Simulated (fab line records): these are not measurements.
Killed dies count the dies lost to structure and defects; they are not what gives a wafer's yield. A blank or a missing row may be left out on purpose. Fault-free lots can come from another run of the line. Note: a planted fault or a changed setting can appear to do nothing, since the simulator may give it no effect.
fab line records ; flow gf180mcu ; part 2 of 2: steps 28 to 36 of 36
record lots=5; wafers=15; lastDay=34
route steps=602 shown PSD@250 NSD@262 SAB@264 SALICIDE@278
lots that met no fault: taken from a fault-free run of the same line
startH: hours from the record's first day to the start of the lot's first wafer shown ; waitH: hours since the lot's step before ; " unchanged from the row above ; L1.1+2: one row covering several wafers at once ; - value missing, or start not given ; * or withheld: withheld ; < > ~ a bound
route shown NAME@n: a module of which the file shows steps, and the number in the route of the first ; usual: mean/standard deviation taken from wafers without a fault ; same: alike in all rows ; chamber/n: place in a boat ; sites: the reading at each site ; _std_site: how widely they spread, as a standard deviation ; _edge_site: outer sites' mean less inner sites' ; radiusMm: for every site, how far away it sits from the centre of the wafer ; mask NAME#n: copy n ; behind: tool/chamber where the wafer was last shaped ; hold: reason for holding the lot/hours on hold/outcome of the hold ; device: names the non-switching transistor (n, p or np) ; end of line: the same wafers' tests at the end of the route ; for a step that has no rows: nothing shown but its recipe ; killed: dies lost to structure and defects at the first sort, not the wafer's yield ; map: the dies of a wafer, with x for killed, . for not killed, _ for no die there
set.NAME: setting as actually run; set.NAME@STEP: the setting as run at that earlier step ; model.NAME: the simulator's own value behind a step, which no gauge read
lots at selected steps of the route; one table per step, one row per wafer
services: a tool's chamber out of use, with start hour (startH, from the record's first day; less than 0 if before it), hours out, and reason
## steps
# step GF_SAB_STRIP_13
# recipe chemistry=O2/N2; powerW=1400; pressureMtorr=1500; platenTempC=250; o2FlowSccm=3000; n2FlowSccm=300; overashFraction=0.5
# usual drypumpMotorCurrentA=5.8/0.33; heaterPowerW=355/28; n2FlowSccm=300.2/0.95; oesProductAu=0.710/0.0051; platenTempC=249.99/0.17; stripTimeToEndpointS=12.62/0.037
lot.wafer;tool;chamber;startH;waitH;drypumpMotorCurrentA;heaterPowerW;n2FlowSccm;oesProductAu;platenTempC;rfHoursCounterH;stripTimeToEndpointS
L082.1;plasmaAsher-02;0;405.76;0.0;6.0;338;301.6;0.710;249.96;80;12.61
L082.4;plasmaAsher-02;1;405.76;0.0;5.6;355;298.8;0.715;250.14;-;12.59
L082.6;plasmaAsher-02;0;405.76;0.0;6.0;336;300.7;0.703;250.05;-;12.65
L083.1;plasmaAsher-02;0;414.91;0.0;6.0;343;298.6;0.710;250.10;81;12.64
L083.2;plasmaAsher-02;1;414.91;0.0;5.6;371;301.0;0.709;250.21;81;12.64
L083.4;plasmaAsher-02;0;414.91;0.0;6.0;342;299.7;0.711;249.95;-;12.65
L087.1;plasmaAsher-02;0;446.30;0.0;6.0;335;298.7;0.719;249.98;2;12.64
L087.3;plasmaAsher-02;1;446.30;0.0;5.6;412;300.0;0.703;249.82;-;12.62
L087.5;plasmaAsher-02;0;446.30;0.0;6.0;332;299.1;0.718;250.27;-;12.57
L088.1;plasmaAsher-02;1;464.97;0.0;5.6;416;300.8;0.710;249.90;4;12.63
L088.4;plasmaAsher-02;0;464.97;0.0;6.1;336;300.2;0.713;249.88;-;12.57
L088.5;plasmaAsher-02;0;464.97;0.0;6.0;332;300.6;0.710;249.94;-;12.60
L096.1;plasmaAsher-03;0;526.26;0.0;5.1;399;299.4;0.709;250.06;44;12.56
L096.2;plasmaAsher-03;1;526.26;0.0;5.9;349;301.9;0.708;249.92;44;12.59
L096.5;plasmaAsher-03;0;526.26;0.0;5.1;405;299.6;0.704;249.92;-;12.57
# step GF_SALICIDE_CLEAN_00
# recipe chemistry=SC1/SC2; mix=1:4:20; tempC=70; timeS=150
lot.wafer;tool;chamber;startH;waitH
L082.1+4+6;wetBench-01;3;405.86;0.1
L083.1+2+4;wetBench-02;0;415.01;0.1
L087.1+3+5;wetBench-02;0;446.40;0.1
L088.1+4+5;wetBench-01;3;465.07;0.1
L096.1+2+5;wetBench-03;1;526.36;0.1
# step GF_SALICIDE_WET_ETCH_01
# recipe chemistry=dHF; targetDepthNm=5; dry=ipaMarangoni; target=SiO2; tempC=25; dilution=100:1; timeS=100
lot.wafer;tool;chamber;startH;waitH
L082.1+4+6;wetBench-03;3;405.91;0.0
L083.1+2+4;wetBench-02;1;415.06;0.0
L087.1+3+5;wetBench-01;0;446.45;0.0
L088.1+4+5;wetBench-02;0;465.12;0.0
L096.1+2+5;wetBench-02;1;526.41;0.0
# step GF_SALICIDE_SPUTTER_02
# recipe material=Co; targetThkNm=10; powerW=1000; timeS=20; chamberPressurePa=0.4
# usual throttleValvePct=30.0/0.73
lot.wafer;tool;chamber;startH;waitH;throttleValvePct
L082.1;pvdSputter-04;-;405.95;0.0;30.7
L082.4;pvdSputter-04;-;405.95;0.0;28.8
L082.6;pvdSputter-04;-;405.95;0.0;31.1
L083.1;pvdSputter-04;-;415.10;0.0;30.8
L083.2;pvdSputter-04;-;415.10;0.0;28.8
L083.4;pvdSputter-04;-;415.10;0.0;31.0
L087.1;pvdSputter-01;-;446.50;0.0;30.5
L087.3;pvdSputter-01;-;446.50;0.0;29.2
L087.5;pvdSputter-01;-;446.50;0.0;30.5
L088.1;pvdSputter-04;-;465.16;0.0;30.7
L088.4;pvdSputter-04;-;465.16;0.0;28.9
L088.5;pvdSputter-04;-;465.16;0.0;30.4
L096.1;pvdSputter-01;-;526.45;0.0;30.3
L096.2;pvdSputter-01;-;526.45;0.0;28.8
L096.5;pvdSputter-01;-;526.45;0.0;28.8
# step GF_SALICIDE_SPUTTER_03
# recipe material=TiN; targetThkNm=20; powerW=6500; timeS=16.7; chamberPressurePa=0.4
# usual throttleValvePct=30.0/0.71
lot.wafer;tool;chamber;startH;waitH;throttleValvePct
L082.1;pvdSputter-04;-;405.98;0.0;30.9
L082.4;pvdSputter-04;-;405.98;0.0;28.6
L082.6;pvdSputter-04;-;405.98;0.0;30.9
L083.1;pvdSputter-04;-;415.13;0.0;30.8
L083.2;pvdSputter-04;-;415.13;0.0;28.7
L083.4;pvdSputter-04;-;415.13;0.0;30.9
L087.1;pvdSputter-01;-;446.53;0.0;30.4
L087.3;pvdSputter-01;-;446.53;0.0;28.8
L087.5;pvdSputter-01;-;446.53;0.0;30.4
L088.1;pvdSputter-04;-;465.19;0.0;30.8
L088.4;pvdSputter-04;-;465.19;0.0;28.9
L088.5;pvdSputter-04;-;465.19;0.0;30.6
L096.1;pvdSputter-01;-;526.48;0.0;30.4
L096.2;pvdSputter-01;-;526.48;0.0;28.9
L096.5;pvdSputter-01;-;526.48;0.0;29.0
# step GF_SALICIDE_RS_MEAS_04
# recipe thkMeasGauge=four-point-probe; reads=TiN_of_SALICIDE_SPUTTER_03+Co_of_SALICIDE_SPUTTER_02
# usual SALICIDE_TIN_RS=16.30/0.27
lot.wafer;tool;chamber;startH;waitH;SALICIDE_TIN_RS[ohm/sq]
L082.1;filmMetro-03;-;406.00;0.0;16.25
L082.4;filmMetro-03;-;406.00;0.0;16.11
L082.6;filmMetro-03;-;406.00;0.0;16.49
L083.1;filmMetro-04;-;415.15;0.0;16.10
L083.2;filmMetro-04;-;415.15;0.0;16.36
L083.4;filmMetro-04;-;415.15;0.0;16.42
L087.1;filmMetro-03;-;446.60;0.1;16.44
L087.3;filmMetro-03;-;446.60;0.1;16.06
L087.5;filmMetro-03;-;446.60;0.1;16.71
L088.1;filmMetro-02;-;465.21;0.0;16.54
L088.4;filmMetro-02;-;465.21;0.0;16.52
L088.5;filmMetro-02;-;465.21;0.0;16.44
L096.1;filmMetro-03;-;526.50;0.0;15.94
L096.2;filmMetro-03;-;526.50;0.0;15.88
L096.5;filmMetro-03;-;526.50;0.0;15.81
# step GF_SALICIDE_THK_MEAS_05
# recipe thkMeasGauge=xrf; reads=TiN_of_SALICIDE_SPUTTER_03
# usual SALICIDE_TIN_THK=19.92/0.24
lot.wafer;tool;chamber;startH;waitH;SALICIDE_TIN_THK[nm]
L082.1;filmMetro-03;-;406.12;0.1;19.70
L082.4;filmMetro-03;-;406.12;0.1;20.06
L082.6;filmMetro-03;-;406.12;0.1;20.04
L083.1;filmMetro-04;-;415.27;0.1;20.37
L083.2;filmMetro-04;-;415.27;0.1;20.26
L083.4;filmMetro-04;-;415.27;0.1;20.35
L087.1;filmMetro-03;-;446.72;0.1;19.96
L087.3;filmMetro-03;-;446.72;0.1;19.90
L087.5;filmMetro-03;-;446.72;0.1;19.73
L088.1;filmMetro-02;-;465.33;0.1;19.74
L088.4;filmMetro-02;-;465.33;0.1;19.77
L088.5;filmMetro-02;-;465.33;0.1;19.93
L096.1;filmMetro-03;-;526.62;0.1;19.97
L096.2;filmMetro-03;-;526.62;0.1;19.81
L096.5;filmMetro-03;-;526.62;0.1;19.98
# step GF_SALICIDE_RTA_06
# recipe tempC=530; timeS=30; ambient=N2
# usual lampPowerPct=5.6/0.48; wafer_temp_C_max=531.8/0.4
lot.wafer;tool;chamber;startH;waitH;lampPowerPct;wafer_temp_C_max
L082.1;rtpAnneal-01;0;406.18;0.1;6.1;531.8
L082.4;rtpAnneal-01;0;406.18;0.1;6.1;531.9
L082.6;rtpAnneal-01;0;406.18;0.1;6.1;531.6
L083.1;rtpAnneal-02;0;415.33;0.1;5.1;532.7
L083.2;rtpAnneal-02;0;415.33;0.1;5.1;531.2
L083.4;rtpAnneal-02;0;415.33;0.1;5.1;531.7
L087.1;rtpAnneal-02;0;446.78;0.1;5.1;532.3
L087.3;rtpAnneal-02;0;446.78;0.1;5.1;532.1
L087.5;rtpAnneal-02;0;446.78;0.1;5.1;532.7
L088.1;rtpAnneal-02;0;465.39;0.1;5.1;531.5
L088.4;rtpAnneal-02;0;465.39;0.1;5.1;532.3
L088.5;rtpAnneal-02;0;465.39;0.1;5.1;531.4
L096.1;rtpAnneal-01;0;526.68;0.1;6.1;531.8
L096.2;rtpAnneal-01;0;526.68;0.1;6.1;531.2
L096.5;rtpAnneal-01;0;526.68;0.1;6.1;531.6
# step GF_SALICIDE_WET_ETCH_07
# recipe chemistry=SPM; targetDepthNm=120; dry=n2Spin
lot.wafer;tool;chamber;startH;waitH
L082.1+4+6;wetBench-01;3;406.28;0.1
L083.1+2+4;wetBench-01;3;415.43;0.1
L087.1+3+5;wetBench-02;3;446.98;0.2
L088.1+4+5;wetBench-03;2;465.59;0.2
L096.1+2+5;wetBench-03;3;526.78;0.1
## services
tool;chamber;startH;hours;kind
pvdSputter-01;-;355.50;1.9;repair
plasmaAsher-01;-;371.37;14.6;pm
pecvd-02;-;372.57;6.7;repair
pecvd-01;-;376.81;1.0;repair
plasmaAsher-02;-;381.75;0.5;repair
implanter-02;-;386.15;2.6;pm
implanter-02;-;392.30;5.5;repair
implanter-02;-;395.52;17.0;repair
pecvd-02;-;397.11;2.8;pm
wetBench-01;-;398.25;1.5;repair
rtpAnneal-02;-;400.19;7.3;pm
wetBench-02;-;414.21;0.5;repair
plasmaAsher-02;-;421.25;9.0;pm
ilineStepper-01;-;444.46;8.9;pm
rieDiel-04;-;464.91;2.8;pm
rtpAnneal-01;-;465.64;0.8;pm
wetBench-01;-;477.37;70.8;repair
rieDiel-04;3;479.75;3.1;repair
ilineStepper-02;-;488.46;1.7;pm
rieDiel-04;2;498.05;5.7;repair
pvdSputter-04;-;498.87;3.5;repair
pecvd-01;-;511.07;6.0;pm
pvdSputter-01;-;518.89;4.1;repair
ilineStepper-01;-;523.45;1.7;pm
